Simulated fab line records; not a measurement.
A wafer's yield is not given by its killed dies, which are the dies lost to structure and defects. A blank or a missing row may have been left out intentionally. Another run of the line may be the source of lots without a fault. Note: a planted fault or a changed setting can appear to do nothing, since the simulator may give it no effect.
Which tool did it? || flow gf180mcu || 13 lots, 39 wafers sampled, at 5 steps of a route of 602

== WHAT EACH GAUGE READ, for each wafer ==
GF_VT_IMPLANT_RS_MEAS_47: measures by four-point-probe.
{"lot": "L489", "measured": "day 7 15:04", "on": "film metro-03", "NWELL_RS (ohm/sq)": "488.7 487.5 487.7"}
{"lot": "L491", "measured": "day 8 02:35", "on": "film metro-04", "NWELL_RS (ohm/sq)": "487.8 487.0 487.3"}
{"lot": "L493", "measured": "day 8 14:04", "on": "film metro-04", "NWELL_RS (ohm/sq)": "488.9 487.1 488.4"}
{"lot": "L494", "measured": "day 8 23:38", "on": "film metro-03", "NWELL_RS (ohm/sq)": "487.9 487.6 487.4"}
{"lot": "L495", "measured": "day 9 03:32", "on": "film metro-01", "NWELL_RS (ohm/sq)": "488.8 487.3 488.5"}
{"lot": "L497", "measured": "day 9 18:59", "on": "film metro-04", "NWELL_RS (ohm/sq)": "485.7 485.5 486.3"}
{"lot": "L498", "measured": "day 9 23:34", "on": "film metro-04", "NWELL_RS (ohm/sq)": "489.3 489.4 488.8"}
{"lot": "L499", "measured": "day 10 07:59", "on": "film metro-01", "NWELL_RS (ohm/sq)": "486.6 486.2 486.3"}
{"lot": "L501", "measured": "day 10 23:38", "on": "film metro-04", "NWELL_RS (ohm/sq)": "487.7 487.8 488.7"}
{"lot": "L503", "measured": "day 11 12:31", "on": "film metro-01", "NWELL_RS (ohm/sq)": "495.1 496.8 496.5"}
{"lot": "L504", "measured": "day 11 16:46", "on": "film metro-03", "NWELL_RS (ohm/sq)": "493.9 493.8 495.7"}
{"lot": "L505", "measured": "day 12 00:29", "on": "film metro-01", "NWELL_RS (ohm/sq)": "496.0 495.7 496.6"}
{"lot": "L511", "measured": "day 13 17:29", "on": "film metro-03", "NWELL_RS (ohm/sq)": "487.1 486.5 485.2"}

GF_M3_RS_MEAS_05: measures by four-point-probe.
{"lot": "L489", "measured": "day 20 07:52", "on": "film metro-02", "M3_ALCU_RS (ohm/sq)": "0.0686 0.0702 0.0703"}
{"lot": "L491", "measured": "day 21 02:38", "on": "film metro-02", "M3_ALCU_RS (ohm/sq)": "0.0685 0.0694 0.0705"}
{"lot": "L493", "measured": "day 21 22:34", "on": "film metro-02", "M3_ALCU_RS (ohm/sq)": "0.0721 0.0720 0.0712"}
{"lot": "L494", "measured": "day 22 04:59", "on": "film metro-01", "M3_ALCU_RS (ohm/sq)": "0.0704 0.0690 0.0691"}
{"lot": "L495", "measured": "day 22 11:35", "on": "film metro-03", "M3_ALCU_RS (ohm/sq)": "0.0697 0.0703 0.0694"}
{"lot": "L497", "measured": "day 23 10:40", "on": "film metro-03", "M3_ALCU_RS (ohm/sq)": "0.0689 0.0692 0.0694"}
{"lot": "L498", "measured": "day 23 13:00", "on": "film metro-03", "M3_ALCU_RS (ohm/sq)": "0.0714 0.0688 0.0694"}
{"lot": "L499", "measured": "day 24 05:04", "on": "film metro-01", "M3_ALCU_RS (ohm/sq)": "0.0699 0.0708 0.0696"}
{"lot": "L501", "measured": "day 25 02:16", "on": "film metro-02", "M3_ALCU_RS (ohm/sq)": "0.0708 0.0702 0.0695"}
{"lot": "L503", "measured": "day 25 07:04", "on": "film metro-03", "M3_ALCU_RS (ohm/sq)": "0.0697 0.0688 0.0695"}
{"lot": "L504", "measured": "day 25 15:42", "on": "film metro-03", "M3_ALCU_RS (ohm/sq)": "0.0703 0.0690 0.0687"}
{"lot": "L505", "measured": "day 25 23:19", "on": "film metro-02", "M3_ALCU_RS (ohm/sq)": "0.0690 0.0698 0.0684"}
{"lot": "L511", "measured": "day 27 22:43", "on": "film metro-02", "M3_ALCU_RS (ohm/sq)": "0.0685 0.0686 0.0693"}

GF_M3_THK_MEAS_06: measures by xrf.
{"lot": "L489", "measured": "day 20 07:59", "on": "film metro-02", "M3_ALCU_THK (nm)": "464 450 451"}
{"lot": "L491", "measured": "day 21 02:45", "on": "film metro-02", "M3_ALCU_THK (nm)": "469 457 454"}
{"lot": "L493", "measured": "day 21 22:41", "on": "film metro-02", "M3_ALCU_THK (nm)": "443 442 450"}
{"lot": "L494", "measured": "day 22 05:07", "on": "film metro-01", "M3_ALCU_THK (nm)": "449 459 459"}
{"lot": "L495", "measured": "day 22 11:42", "on": "film metro-03", "M3_ALCU_THK (nm)": "458 452 461"}
{"lot": "L497", "measured": "day 23 10:47", "on": "film metro-03", "M3_ALCU_THK (nm)": "465 462 461"}
{"lot": "L498", "measured": "day 23 13:07", "on": "film metro-03", "M3_ALCU_THK (nm)": "449 466 461"}
{"lot": "L499", "measured": "day 24 05:10", "on": "film metro-01", "M3_ALCU_THK (nm)": "454 445 454"}
{"lot": "L501", "measured": "day 25 02:21", "on": "film metro-02", "M3_ALCU_THK (nm)": "451 453 458"}
{"lot": "L503", "measured": "day 25 07:11", "on": "film metro-03", "M3_ALCU_THK (nm)": "459 463 459"}
{"lot": "L504", "measured": "day 25 15:49", "on": "film metro-03", "M3_ALCU_THK (nm)": "455 466 466"}
{"lot": "L505", "measured": "day 25 23:26", "on": "film metro-02", "M3_ALCU_THK (nm)": "462 457 468"}
{"lot": "L511", "measured": "day 27 22:50", "on": "film metro-02", "M3_ALCU_THK (nm)": "463 464 460"}

== WHICH TOOL RAN EACH LOT (tool, then ch and the chambers of the sampled wafers, then the start) ==
{"lot": "L489", "GF_NWELL_IMPLANT_09": "implanter-02 ch 0, day 3 09:17", "GF_DUAL_GATE_STRIP_13": "plasma asher-02 ch 0,1, day 8 09:33"}
{"lot": "L491", "GF_NWELL_IMPLANT_09": "implanter-01 ch 0, day 3 17:24", "GF_DUAL_GATE_STRIP_13": "plasma asher-02 ch 0,1, day 8 21:28"}
{"lot": "L493", "GF_NWELL_IMPLANT_09": "implanter-01 ch 0, day 4 04:28", "GF_DUAL_GATE_STRIP_13": "plasma asher-03 ch 0,1, day 9 09:28"}
{"lot": "L494", "GF_NWELL_IMPLANT_09": "implanter-01 ch 0, day 4 10:19", "GF_DUAL_GATE_STRIP_13": "plasma asher-04 ch 0,1, day 9 19:05"}
{"lot": "L495", "GF_NWELL_IMPLANT_09": "implanter-02 ch 0, day 4 14:57", "GF_DUAL_GATE_STRIP_13": "plasma asher-03 ch 0,1, day 9 23:58"}
{"lot": "L497", "GF_NWELL_IMPLANT_09": "implanter-02 ch 0, day 5 03:44", "GF_DUAL_GATE_STRIP_13": "plasma asher-02 ch 0,1, day 10 15:40"}
{"lot": "L498", "GF_NWELL_IMPLANT_09": "implanter-04 ch 0, day 5 07:10", "GF_DUAL_GATE_STRIP_13": "plasma asher-04 ch 0,1, day 10 20:19"}
{"lot": "L499", "GF_NWELL_IMPLANT_09": "implanter-02 ch 0, day 5 13:23", "GF_DUAL_GATE_STRIP_13": "plasma asher-02 ch 0,1, day 11 05:16"}
{"lot": "L501", "GF_NWELL_IMPLANT_09": "implanter-02 ch 0, day 6 01:47", "GF_DUAL_GATE_STRIP_13": "plasma asher-04 ch 0,1, day 11 20:28"}
{"lot": "L503", "GF_NWELL_IMPLANT_09": "implanter-02 ch 0, day 6 12:35", "GF_DUAL_GATE_STRIP_13": "plasma asher-02 ch 0,1, day 12 09:27"}
{"lot": "L504", "GF_NWELL_IMPLANT_09": "implanter-02 ch 0, day 6 16:44", "GF_DUAL_GATE_STRIP_13": "plasma asher-02 ch 0,1, day 12 13:28"}
{"lot": "L505", "GF_NWELL_IMPLANT_09": "implanter-02 ch 0, day 6 23:01", "GF_DUAL_GATE_STRIP_13": "plasma asher-02 ch 0,1, day 12 21:33"}
{"lot": "L511", "GF_NWELL_IMPLANT_09": "implanter-01 ch 0, day 8 07:08", "GF_DUAL_GATE_STRIP_13": "plasma asher-02 ch 0,1, day 14 19:59"}
- GF_NWELL_IMPLANT_09
- GF_DUAL_GATE_STRIP_13: strips in O2/N2.

== WHAT THE TOOLS THEMSELVES READ (means of the sampled wafers that have a number; where no wafer has one, the mark that the record gives instead) ==
GF_NWELL_IMPLANT_09.
{"lot": "L489", "tool": "implanter-02", "faraday current uA": 22.0}
{"lot": "L491", "tool": "implanter-01", "faraday current uA": 22.6}
{"lot": "L493", "tool": "implanter-01", "faraday current uA": 21.8}
{"lot": "L494", "tool": "implanter-01", "faraday current uA": 22.9}
{"lot": "L495", "tool": "implanter-02", "faraday current uA": 22.4}
{"lot": "L497", "tool": "implanter-02", "faraday current uA": 22.2}
{"lot": "L498", "tool": "implanter-04", "faraday current uA": 22.0}
{"lot": "L499", "tool": "implanter-02", "faraday current uA": 22.7}
{"lot": "L501", "tool": "implanter-02", "faraday current uA": 22.6}
{"lot": "L503", "tool": "implanter-02", "faraday current uA": 22.8}
{"lot": "L504", "tool": "implanter-02", "faraday current uA": 22.4}
{"lot": "L505", "tool": "implanter-02", "faraday current uA": 23.0}
{"lot": "L511", "tool": "implanter-01", "faraday current uA": 22.2}

GF_DUAL_GATE_STRIP_13.
{"lot": "L489", "tool": "plasma asher-02", "drypump motor current A (A)": 5.5, "heater power w (W)": 323, "oes product au (a.u.)": 0.716, "strip time to endpoint s (s)": 12.61}
{"lot": "L491", "tool": "plasma asher-02", "drypump motor current A (A)": 5.6, "heater power w (W)": 318, "oes product au (a.u.)": 0.715, "strip time to endpoint s (s)": 12.59}
{"lot": "L493", "tool": "plasma asher-03", "drypump motor current A (A)": 6.0, "heater power w (W)": 284, "oes product au (a.u.)": 0.716, "strip time to endpoint s (s)": 12.60}
{"lot": "L494", "tool": "plasma asher-04", "drypump motor current A (A)": 6.0, "heater power w (W)": 339, "oes product au (a.u.)": 0.717, "strip time to endpoint s (s)": 12.59}
{"lot": "L495", "tool": "plasma asher-03", "drypump motor current A (A)": 5.9, "heater power w (W)": 302, "oes product au (a.u.)": 0.718, "strip time to endpoint s (s)": 12.56}
{"lot": "L497", "tool": "plasma asher-02", "drypump motor current A (A)": 5.5, "heater power w (W)": 323, "oes product au (a.u.)": 0.718, "strip time to endpoint s (s)": 12.61}
{"lot": "L498", "tool": "plasma asher-04", "drypump motor current A (A)": 5.7, "heater power w (W)": 315, "oes product au (a.u.)": 0.720, "strip time to endpoint s (s)": 12.65}
{"lot": "L499", "tool": "plasma asher-02", "drypump motor current A (A)": 5.5, "heater power w (W)": 326, "oes product au (a.u.)": 0.712, "strip time to endpoint s (s)": 12.64}
{"lot": "L501", "tool": "plasma asher-04", "drypump motor current A (A)": 6.0, "heater power w (W)": 344, "oes product au (a.u.)": 0.717, "strip time to endpoint s (s)": 12.66}
{"lot": "L503", "tool": "plasma asher-02", "drypump motor current A (A)": 5.5, "heater power w (W)": 325, "oes product au (a.u.)": 0.714, "strip time to endpoint s (s)": 12.64}
{"lot": "L504", "tool": "plasma asher-02", "drypump motor current A (A)": 5.6, "heater power w (W)": 321, "oes product au (a.u.)": 0.718, "strip time to endpoint s (s)": 12.63}
{"lot": "L505", "tool": "plasma asher-02", "drypump motor current A (A)": 5.6, "heater power w (W)": 313, "oes product au (a.u.)": 0.714, "strip time to endpoint s (s)": 12.61}
{"lot": "L511", "tool": "plasma asher-02", "drypump motor current A (A)": 5.6, "heater power w (W)": 320, "oes product au (a.u.)": 0.714, "strip time to endpoint s (s)": 12.58}

== THE ANSWER, worked out from the rows above alone ==
Rule: usual is defined by the lots themselves. Put in order of their means at a reading, lots are off if they are a third of the lots or fewer, leave a main group of 4 or more, and stand apart from it by a gap of 3 or more times the standard deviation of the main group's means; of several such gaps the widest counts. Not used: any main group whose means are identical at the precision the tables above print for the reading. Also off: a lot with no number at a reading for which 4 or more lots have one. Where the step has rows for the other lots, those lots are counted as sound. After the gauges, taken in route order, come the tools' own readings; for these a lot's mean is taken, as printed above. The first step at which some lot is off is used, and at that step the reading that is off furthest; a lot without a number counts as furthest.
Off: L503, L504, L505, seen at GF_VT_IMPLANT_RS_MEAS_47 (NWELL_RS). The main group: mean 487.5 ohm/sq, standard deviation 0.99.
If a tool, at a process step before that reading, ran all the lots that are off and no sound lot after the first of them, it fits. The gauges at GF_VT_IMPLANT_RS_MEAS_47 are tried like those tools. One candidate fits, namely implanter-02 at GF_NWELL_IMPLANT_09. A fault onset in the window from L501 (day 6 01:47, its last sound lot) to L503 (day 6 12:35, its first lot off) fits.

== WHAT WAS PUT IN BY THE SIMULATOR ==
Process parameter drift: implanter-02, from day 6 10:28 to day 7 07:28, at GF_NWELL_IMPLANT_09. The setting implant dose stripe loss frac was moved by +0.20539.
Shown lots that were struck: L503, L504, L505. The rule above found the same.
